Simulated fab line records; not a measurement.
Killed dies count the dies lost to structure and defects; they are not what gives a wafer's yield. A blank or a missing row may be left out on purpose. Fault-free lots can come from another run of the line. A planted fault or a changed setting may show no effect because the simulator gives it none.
A lot that was struck, set against a sound lot | flow gf180mcu | 15 steps out of a route of 602
Sound: these wafers, L212.1, L212.2, L212.5. The struck wafers were L222.2, L222.4, L222.5. Last of all comes the cause.
Each step with rows lists, per side, the tool, then ch with its chambers, then its first start. Under that, the readings that differ: sound wafers | struck wafers | difference of the means | sigmas: that difference in standard deviations of wafers without a fault.
alike: readings with means less than 2 such deviations apart, plus words and numbers identical on both sides. not compared: withheld readings, readings lacking a value on some wafer, bounds such as >300 that could conceal the same value, and numbers that have no deviation in the record and whose values overlap.
Wherever a step has rows on one side only, a row that says differs or no value, or a row with sigmas, the two part there. Numbers that don't overlap but have no deviation are shown without sigmas and don't part them. A reading missing from all wafers of one side parts the sides only when that side holds two or more wafers.

first, 1 step without rows for these wafers: GF_HV_LDD_DEVELOP_30 (develop time 60 s).
GF_HV_LDD_CD_MEAS_31: target cd 400 nm.
  struck on cd-sem-02, day 17 23:55; sound on cd-sem-01, day 14 03:25
  alike: cd-nm
GF_HV_LDD_OVL_MEAS_32:
  struck on overlay-01, day 18 00:01; sound on overlay-01, day 14 03:32
  alike: HV_LDD_02_OVL
then, 4 steps without rows for these wafers: GF_HV_LDD_IMPLANT_33; GF_HV_LDD_IMPLANT_34; GF_HV_LDD_IMPLANT_35; GF_HV_LDD_IMPLANT_36.
GF_HV_LDD_STRIP_37: strips in O2/N2.
  sound on plasma-asher-04 ch 0,1, day 14 04:10; struck on plasma-asher-04 ch 0,1, day 18 00:38
  alike: drypump-motor-current-A, heater-power-w, oes-product-au, strip-time-to-endpoint-s
  not compared: rf-hours-counter-h
GF_HV_LDD_TW_MEAS_38:
  struck on film-metro-04, day 18 00:45; sound on film-metro-01, day 14 04:16
  alike: HV_LDD_3_TW
then, 3 steps without rows for these wafers: GF_HV_LDD_DEHYDRATE_39 (time 60 s); GF_HV_LDD_HMDS_40 (prime time 60 s); GF_HV_LDD_COAT_41 (resist thk 1000 nm).
GF_HV_LDD_SOFTBAKE_42: time 60 s.
  sound on litho-track-02 ch 0, day 14 14:19; struck on litho-track-04 ch 0, day 18 12:26
  reading                  | sound             | struck            | difference | sigmas
  heater-power-total-W (W) | 56.63 56.64 56.52 | 55.82 55.84 55.88 | -0.75      | -18
  plate-temp-C (C)         | 89.89 90.09 90.13 | 89.26 89.17 89.00 | -0.89      | -8
then, 1 step without rows for these wafers: GF_HV_LDD_EXPOSE_43 (exposes mask Pplus HV AREA, target cd 400 nm).
GF_PASSIVATION_PROBE_99:
  the record has rows for the sound wafers here (prober-01, day 31 10:20) and none for the struck ones

WHERE THEY PART
Last at GF_PASSIVATION_PROBE_99 as far as this record goes, first at GF_HV_LDD_SOFTBAKE_42.

WHY: whatever the simulator had introduced
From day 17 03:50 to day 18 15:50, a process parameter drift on litho-track-04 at GF_HV_LDD_SOFTBAKE_42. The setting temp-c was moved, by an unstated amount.
